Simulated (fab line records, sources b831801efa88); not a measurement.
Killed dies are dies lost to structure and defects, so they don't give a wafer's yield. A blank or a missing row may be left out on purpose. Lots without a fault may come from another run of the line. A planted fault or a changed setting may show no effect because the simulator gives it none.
fab line records | flow sky130
record lots=6 wafers=18 last_day=50
route steps=708 shown LDD_N@239 PAD_OPEN@708
lots that met no fault: from a run of the same line without faults
start_h: hours from the record's first day to the start of the lot's first wafer shown | wait_h: hours since the lot's step before | " the same as in the row above | L1.1+2: a row that stands for several wafers | - no value, or no start given | * or withheld: withheld | < > ~ a bound
route shown NAME@n: a module of which the file shows steps, and the number in the route of the first | usual: mean/standard deviation of fault-free wafers | same: alike in all rows | chamber/n: place in a boat | sites: the reading at each site | _std_site: their standard deviation | _edge_site: outer sites' mean less inner sites' | radius_mm: how far each site lies from the wafer's centre | mask NAME#n: copy n | behind: the tool/chamber that last shaped the wafer | hold: why the lot was held/for how many hours/how that ended | device: the transistor (n, p or np) that didn't switch | end of line: the same wafers' tests at the end of the route | a step without rows: its recipe alone | killed: dies lost to structure and defects at the first sort, not the wafer's yield | map: a wafer's dies, x killed, . not, _ none there
set.NAME: the setting as run; set.NAME@STEP: as run at that earlier step | model.NAME: the simulator's own value behind a step, which no gauge read
lots at some steps of the route; a table a step, a row a wafer
services: from which hour (start_h, from the record's first day; less than 0 if before it) a tool's chamber was out of use, for how many hours, and why
## steps
# step SKY_LDD_N_COAT_02
# recipe resist=NOVOLAK spin_rpm=3000 resist_thk_nm=300
# step SKY_LDD_N_SOFTBAKE_03
# recipe temp_c=90 time_s=60 resist=NOVOLAK
# step SKY_LDD_N_EXPOSE_04
# recipe mask_id=NTM target_cd_nm=840 na=0.6 source_shape=conventional sigma_outer=0.6 dose_mj=110
# step SKY_LDD_N_PEB_05
# recipe temp_c=withheld time_s=* resist=NOVOLAK
# step SKY_LDD_N_DEVELOP_06
# recipe develop_time_s=60 dev_temp_c=23
# step SKY_LDD_N_OVL_MEAS_07
# usual LDD_N_OVL=-1.0/1.3
# columns lot.wafer tool chamber start_h wait_h LDD_N_OVL[nm]
L938.1 overlay-01 - 428.51 0.1 -3.5
L938.2 " - " " -4.0
L938.6 " - " " -4.2
L939.3 overlay-01 - 441.88 0.1 -1.4
L939.4 " - " " -1.7
L939.6 " - " " -0.7
L941.4 overlay-01 - 454.58 0.1 -2.1
L941.5 " - " " -1.7
L941.6 " - " " -1.0
L946.1 overlay-01 - 513.02 0.1 -1.6
L946.2 " - " " -0.6
L946.6 " - " " -2.5
L952.1 overlay-01 - 558.36 0.1 -1.5
L952.3 " - " " -1.9
L952.6 " - " " -2.5
L958.2 overlay-02 - 605.52 0.1 0.5
L958.3 " - " " 2.2
L958.6 " - " " 0.9
# step SKY_LDD_N_IMPLANT_08
# recipe species=As energy_kev=20 dose_cm2=7.5e+13 tilt_deg=withheld rotation_deg=23
# step SKY_LDD_N_IMPLANT_09
# recipe species=As energy_kev=20 dose_cm2=7.5e+13 tilt_deg=withheld rotation_deg=113
# step SKY_LDD_N_IMPLANT_10
# recipe species=As energy_kev=20 dose_cm2=7.5e+13 tilt_deg=withheld rotation_deg=203
# step SKY_LDD_N_IMPLANT_11
# recipe species=As energy_kev=20 dose_cm2=7.5e+13 tilt_deg=withheld rotation_deg=293
# step SKY_LDD_N_IMPLANT_12
# recipe species=BF2 energy_kev=50 dose_cm2=5e+12 tilt_deg=30 rotation_deg=0
# step SKY_LDD_N_IMPLANT_13
# recipe species=BF2 energy_kev=50 dose_cm2=5e+12 tilt_deg=30 rotation_deg=90
# step SKY_LDD_N_IMPLANT_14
# recipe species=BF2 energy_kev=50 dose_cm2=5e+12 tilt_deg=30 rotation_deg=180
# usual end_station_pressure_torr=5.08e-06/2.4e-07 faraday_current_uA=28.3/0.58
# columns lot.wafer tool chamber start_h wait_h end_station_pressure_torr faraday_current_uA
L938.1 implanter-01 0 429.44 0.1 4.92e-06 27.4
L938.2 " 0 " " 5.31e-06 28.9
L938.6 " 0 " " 5.22e-06 29.1
L939.3 implanter-04 0 442.85 0.1 5.07e-06 29.3
L939.4 " 0 " " 5.21e-06 27.1
L939.6 " 0 " " 5.05e-06 28.0
L941.4 implanter-04 0 455.57 0.1 4.92e-06 27.4
L941.5 " 0 " " 5.05e-06 28.7
L941.6 " 0 " " 4.9e-06 28.1
L946.1 implanter-04 0 513.95 0.1 4.97e-06 28.3
L946.2 " 0 " " 4.55e-06 28.8
L946.6 " 0 " " 5.24e-06 27.7
L946.1 implanter-04 0 514.27 0.3 4.82e-06 27.5
L946.2 " 0 " " 5.09e-06 27.9
L946.6 " 0 " " 4.55e-06 27.3
L952.1 implanter-01 0 559.29 0.1 5.08e-06 28.8
L952.3 " 0 " " 4.66e-06 28.7
L952.6 " 0 " " 5.51e-06 28.5
L952.1 implanter-01 0 559.61 0.3 4.55e-06 28.9
L952.3 " 0 " " 5.47e-06 28.3
L952.6 " 0 " " 5.56e-06 28.6
L958.2 implanter-01 0 606.47 0.1 4.99e-06 28.6
L958.3 " 0 " " 5.12e-06 28.8
L958.6 " 0 " " 5.29e-06 28.5
# step SKY_LDD_N_IMPLANT_15
# recipe species=BF2 energy_kev=50 dose_cm2=5e+12 tilt_deg=30 rotation_deg=270
# step SKY_PAD_OPEN_PROBE_99
# usual killed_at_M0_to_M3=44/6.5 killed_at_M4_up=3.3/1.7 killed_at_contacts=25/5.3 killed_at_front_end=15/5 killed_at_other=0.2/0.47 killed_dies=87/9.9 killed_open=47/8 killed_short=39/6.1
# same gross_dies=492 killed_at_back_side=0
# columns lot.wafer tool chamber start_h wait_h killed_at_M0_to_M3 killed_at_M4_up killed_at_contacts killed_at_front_end killed_at_other killed_dies killed_open killed_short model.etest.nfet_01v8.r_on_ohm_um model.etest.nfet_01v8_lvt.drive_ua_um model.etest.nfet_01v8_swapped.drive_ua_um model.etest.nfet_01v8.drive_ua_um model.etest.sram_nfet_pass.drive_ua_um model.etest.tip_n.rs_ohm_sq model.etest.nfet_01v8_swapped.off_log10_a_um model.etest.nfet_01v8_swapped.vt_sat_v
L938.1 prober-02 - 1092.48 0.1 34 2 23 16 1 76 42 34 840 566.9 496.5 493.8 482.9 447.2 -13.39 0.6579
L938.2 prober-02 - 1092.53 0.1 43 7 22 11 0 83 46 37 837.6 566.8 493.6 492.8 481.3 447.1 -13.49 0.6589
L938.6 prober-02 - 1092.73 0.2 49 2 26 21 0 98 56 42 820.8 581.5 506.3 508.2 496.6 449 -13.42 0.6484
L939.3 prober-01 - 1105.05 0.2 51 1 22 17 1 92 46 46 839.3 572 507.2 506 490.1 443.4 -13.41 0.6499
L939.4 prober-01 - 1105.10 0.2 35 4 31 12 0 82 54 28 828.5 591.8 519.4 520.6 518.4 440.4 -13.35 0.6347
L939.6 prober-01 - 1105.20 0.2 41 4 33 14 0 92 51 41 857.6 573 505.5 502.9 489.3 438.6 -13.43 0.6466
L941.4 prober-01 - 1113.63 0.2 36 6 26 14 0 82 43 39 813.8 587.1 515.4 517.9 488.6 438 -13.33 0.6444
L941.5 prober-01 - 1113.68 0.2 38 6 19 17 1 81 47 34 803.5 585.6 522.8 518.1 501.1 434.7 -13.2 0.6421
L941.6 prober-01 - 1113.73 0.2 37 2 24 22 1 86 50 36 803.3 585.3 515.4 510.9 485.3 437.6 -13.39 0.6474
L946.1 prober-02 - 1147.82 0.1 59 4 25 15 0 103 53 50 889.7 532 462.8 464.7 454.9 454.4 -13.41 0.7249
L946.2 prober-02 - 1147.87 0.1 38 2 31 19 0 90 45 45 888.2 532.2 462.2 464.8 460.1 458.5 -13.49 0.7188
L946.6 prober-02 - 1148.07 0.2 41 2 18 11 0 72 40 32 848.1 554.7 483.2 491.5 473.5 456.9 -13.48 0.7091
L952.1 prober-01 - 1173.12 0.1 44 3 27 15 0 89 52 37 858.9 545.3 482.4 479.2 455.8 456.5 -13.51 0.7095
L952.3 prober-01 - 1173.22 0.2 48 4 21 12 0 85 43 42 856.5 556.7 488.4 486.2 480.8 456 -13.45 0.71
L952.6 prober-01 - 1173.37 0.2 40 5 27 10 0 82 41 41 874.8 540.5 470.4 473.7 437.9 458 -13.54 0.7188
L958.2 prober-02 - 1200.44 0.1 40 4 25 11 0 80 43 37 799 600.5 529.9 526.1 518.9 437.2 -13.35 0.6347
L958.3 prober-02 - 1200.49 0.2 49 4 28 25 0 106 54 52 826.2 587.6 521.8 517.7 507.3 443.4 -13.43 0.6363
L958.6 prober-02 - 1200.64 0.2 43 4 19 7 0 73 44 29 798.2 613.1 533.2 531.8 513.2 438.7 -13.43 0.6344
# killed by level:class
L938.1 LI_CONTACT:geometric_particle:open=10 METAL1:geometric_particle:short=8 CONTACT:geometric_particle:open=6 VIA1:geometric_particle:open=5 VIA1:geometric_particle:short=5 CONTACT:geometric_particle:short=4 VIA2:geometric_particle:short=4 FIELD_ISO:geometric_particle:open=3
L938.2 VIA1:geometric_particle:open=9 CONTACT:geometric_particle:open=6 VIA2:geometric_particle:open=6 LI_CONTACT:geometric_particle:open=5 VIA3:geometric_particle:short=4 CONTACT:geometric_particle:short=4 METAL1:geometric_particle:short=4 METAL2:geometric_particle:short=4
L938.6 VIA1:geometric_particle:open=10 FIELD_ISO:geometric_particle:open=9 VIA2:geometric_particle:open=9 VIA3:geometric_particle:open=8 CONTACT:geometric_particle:short=7 CONTACT:geometric_particle:open=7 VIA3:geometric_particle:short=6 LI_CONTACT:geometric_particle:open=5
L939.3 CONTACT:geometric_particle:open=9 VIA2:geometric_particle:open=9 METAL2:geometric_particle:short=8 VIA1:geometric_particle:open=8 FIELD_ISO:geometric_particle:short=7 LI_CONTACT:geometric_particle:open=7 VIA1:geometric_particle:short=6 LI_CONTACT:geometric_particle:short=5
L939.4 CONTACT:geometric_particle:open=16 LI_CONTACT:geometric_particle:open=9 VIA3:geometric_particle:open=6 VIA1:geometric_particle:open=5 METAL2:geometric_particle:short=5 VIA2:geometric_particle:open=5 CONTACT:geometric_particle:short=4 FIELD_ISO:geometric_particle:short=3
L939.6 CONTACT:geometric_particle:open=14 VIA1:geometric_particle:open=11 LI_CONTACT:geometric_particle:open=7 CONTACT:geometric_particle:short=6 METAL2:geometric_particle:short=5 VIA2:geometric_particle:open=5 FIELD_ISO:geometric_particle:short=4 LOCAL_INTERCONNECT:geometric_particle:short=4
L941.4 CONTACT:geometric_particle:open=12 VIA1:geometric_particle:open=6 METAL2:geometric_particle:short=6 VIA3:geometric_particle:open=6 FIELD_ISO:geometric_particle:open=5 LI_CONTACT:geometric_particle:open=5 METAL1:geometric_particle:short=5 METAL4:geometric_particle:short=5
L941.5 VIA1:geometric_particle:open=10 VIA3:geometric_particle:open=8 LI_CONTACT:geometric_particle:open=6 FIELD_ISO:geometric_particle:open=5 POLY_GATE:geometric_particle:short=5 METAL1:geometric_particle:short=5 CONTACT:geometric_particle:open=5 LI_CONTACT:geometric_particle:short=4
L941.6 CONTACT:geometric_particle:open=11 VIA1:geometric_particle:open=9 METAL1:geometric_particle:short=8 FIELD_ISO:geometric_particle:open=7 FIELD_ISO:geometric_particle:short=5 LI_CONTACT:geometric_particle:open=5 METAL2:geometric_particle:short=5 VIA3:geometric_particle:open=5
L946.1 LI_CONTACT:geometric_particle:open=10 VIA3:geometric_particle:open=8 METAL2:geometric_particle:short=7 CONTACT:geometric_particle:open=7 VIA1:geometric_particle:open=7 VIA2:geometric_particle:short=6 METAL1:geometric_particle:short=5 VIA1:geometric_particle:short=5
L946.2 VIA1:geometric_particle:open=12 LI_CONTACT:geometric_particle:open=9 FIELD_ISO:geometric_particle:short=6 LI_CONTACT:geometric_particle:short=6 CONTACT:geometric_particle:open=6 VIA2:geometric_particle:open=6 CONTACT:geometric_particle:short=5 POLY_GATE:geometric_particle:short=4
L946.6 CONTACT:geometric_particle:open=8 VIA1:geometric_particle:open=8 VIA2:geometric_particle:open=6 CONTACT:geometric_particle:short=5 METAL2:geometric_particle:short=5 VIA3:geometric_particle:open=5 POLY_GATE:geometric_particle:short=4 FIELD_ISO:geometric_particle:open=3
L952.1 CONTACT:geometric_particle:open=14 VIA1:geometric_particle:open=12 METAL1:geometric_particle:short=9 LI_CONTACT:geometric_particle:open=5 VIA3:geometric_particle:open=5 VIA1:geometric_particle:short=5 FIELD_ISO:geometric_particle:open=4 POLY_GATE:geometric_particle:open=4
L952.3 VIA1:geometric_particle:short=12 VIA1:geometric_particle:open=9 CONTACT:geometric_particle:open=7 VIA3:geometric_particle:open=7 METAL2:geometric_particle:short=6 LI_CONTACT:geometric_particle:open=5 FIELD_ISO:geometric_particle:open=4 CONTACT:geometric_particle:short=4
L952.6 CONTACT:geometric_particle:open=12 VIA2:geometric_particle:open=8 LI_CONTACT:geometric_particle:open=7 METAL1:geometric_particle:short=6 VIA1:geometric_particle:open=5 METAL2:geometric_particle:short=5 METAL4:geometric_particle:short=5 CONTACT:geometric_particle:short=4
L958.2 VIA1:geometric_particle:open=10 CONTACT:geometric_particle:open=8 LI_CONTACT:geometric_particle:open=6 LOCAL_INTERCONNECT:geometric_particle:short=5 METAL1:geometric_particle:short=4 VIA1:geometric_particle:short=4 VIA2:geometric_particle:open=4 VIA3:geometric_particle:open=4
L958.3 CONTACT:geometric_particle:open=12 VIA1:geometric_particle:open=11 FIELD_ISO:geometric_particle:open=7 POLY_GATE:geometric_particle:short=7 VIA2:geometric_particle:short=6 FIELD_ISO:geometric_particle:short=5 POLY_GATE:geometric_particle:open=5 LOCAL_INTERCONNECT:geometric_particle:short=5
L958.6 VIA1:geometric_particle:open=14 CONTACT:geometric_particle:open=8 CONTACT:geometric_particle:short=5 VIA2:geometric_particle:open=5 VIA1:geometric_particle:short=4 METAL2:geometric_particle:short=4 FIELD_ISO:geometric_particle:open=3 METAL1:geometric_particle:short=3
## services
# columns tool chamber start_h hours kind
implanter-04 - 411.31 5.5 repair
implanter-01 - 421.14 3.7 repair
implanter-01 - 469.80 2.2 repair
implanter-04 - 504.85 3.1 repair
implanter-01 - 515.46 3.9 repair
implanter-04 - 549.85 1.4 repair
implanter-04 - 555.72 1.2 repair
implanter-04 - 597.13 3.2 pm
## key
first_sign step=SKY_LDD_N_IMPLANT_14 reading=visit direction=added
effect none on later readings
model_effect step=SKY_PAD_OPEN_PROBE_99 value=etest.nfet_01v8.r_on_ohm_um without=834.1 struck=869.4
met_at SKY_LDD_N_IMPLANT_14
struck_wafers L946.1,L946.2,L946.6,L952.1,L952.3,L952.6
tester_left_out L946,L952
fault kind=repeated_step_whole tool=implanter-01,implanter-02,implanter-04 chamber=- onset_h=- steps=SKY_LDD_N_IMPLANT_14 times=1 scope=struck_lots_only
# tester_left_out: of these lots the tester's yield and bins aren't shown, on N5 and GAA mostly nor the transistor test; their killed dies are dies lost to structure and defects alone, not to doping, threshold or leakage, so they don't give the yield
